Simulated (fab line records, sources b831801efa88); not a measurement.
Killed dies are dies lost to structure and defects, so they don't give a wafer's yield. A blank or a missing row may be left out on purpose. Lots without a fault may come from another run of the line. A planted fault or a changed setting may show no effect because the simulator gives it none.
Chamber matching | flow gf180mcu | GF_SAB_ETCH_11 on rie_diel-04: 4 sister chambers
The step etches SiO2 in C4F8/O2/Ar, target depth 55 nm, time 8.5 s. 16 wafers are shown with their chamber, then 8 later ones without.

WAFERS WITH THEIR CHAMBER
wafer  | chamber | oes_product_au (a.u.)
L710.2 | 0       | 1.010
L710.3 | 1       | 1.006
L710.6 | 3       | 0.976
L712.4 | 3       | 0.988
L712.5 | 3       | 0.995
L712.6 | 2       | 1.008
L713.1 | 1       | 1.019
L713.3 | 0       | 1.021
L713.5 | 2       | 0.993
L715.1 | 1       | 1.015
L715.2 | 2       | 1.005
L715.3 | 0       | 1.011
L717.2 | 2       | 1.006
L717.3 | 1       | 1.033
L717.4 | 3       | 0.995
L727.1 | 2       | 0.995

SIGNATURES (means of the wafers above)
reading        | chamber 0 | chamber 1 | chamber 2 | chamber 3 | scatter within a chamber
oes_product_au | 1.01400   | 1.01825   | 1.00140   | 0.98850   | 0.00858
Rule: a wafer's distance from a chamber is the root of the sum, over the readings, of the square of ((its reading less the chamber's mean) divided by the reading's scatter). The wafer belongs to the nearest chamber; if the next one is less than 2 further off, it can't be placed. The scatter: the root of (the sum of the squares of (reading less its chamber's mean) over the shown wafers, divided by (wafers less chambers)).

WAFERS WITHOUT THEIR CHAMBER
wafer  | oes_product_au (a.u.)
L727.4 | 1.004
L727.6 | 1.018
L731.2 | 0.997
L731.3 | 1.017
L731.4 | 1.012
L733.1 | 1.016
L733.3 | 1.009
L733.4 | 0.996

WHICH CHAMBER EACH WENT THROUGH
wafer  | from the rows above               | in truth
L727.4 | can't be placed: 2 or 0 or 1 or 3 | 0
L727.6 | can't be placed: 1 or 0 or 2      | 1
L731.2 | can't be placed: 2 or 3 or 0 or 1 | 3
L731.3 | can't be placed: 1 or 0 or 2      | 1
L731.4 | can't be placed: 0 or 1 or 2      | 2
L733.1 | can't be placed: 0 or 1 or 2      | 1
L733.3 | can't be placed: 0 or 2 or 1 or 3 | 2
L733.4 | can't be placed: 2 or 3 or 0 or 1 | 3
Placed correctly: 0 of 8. Can't be placed from these rows: 8 (the true chamber is among the candidates in 8). Placed wrongly: 0.
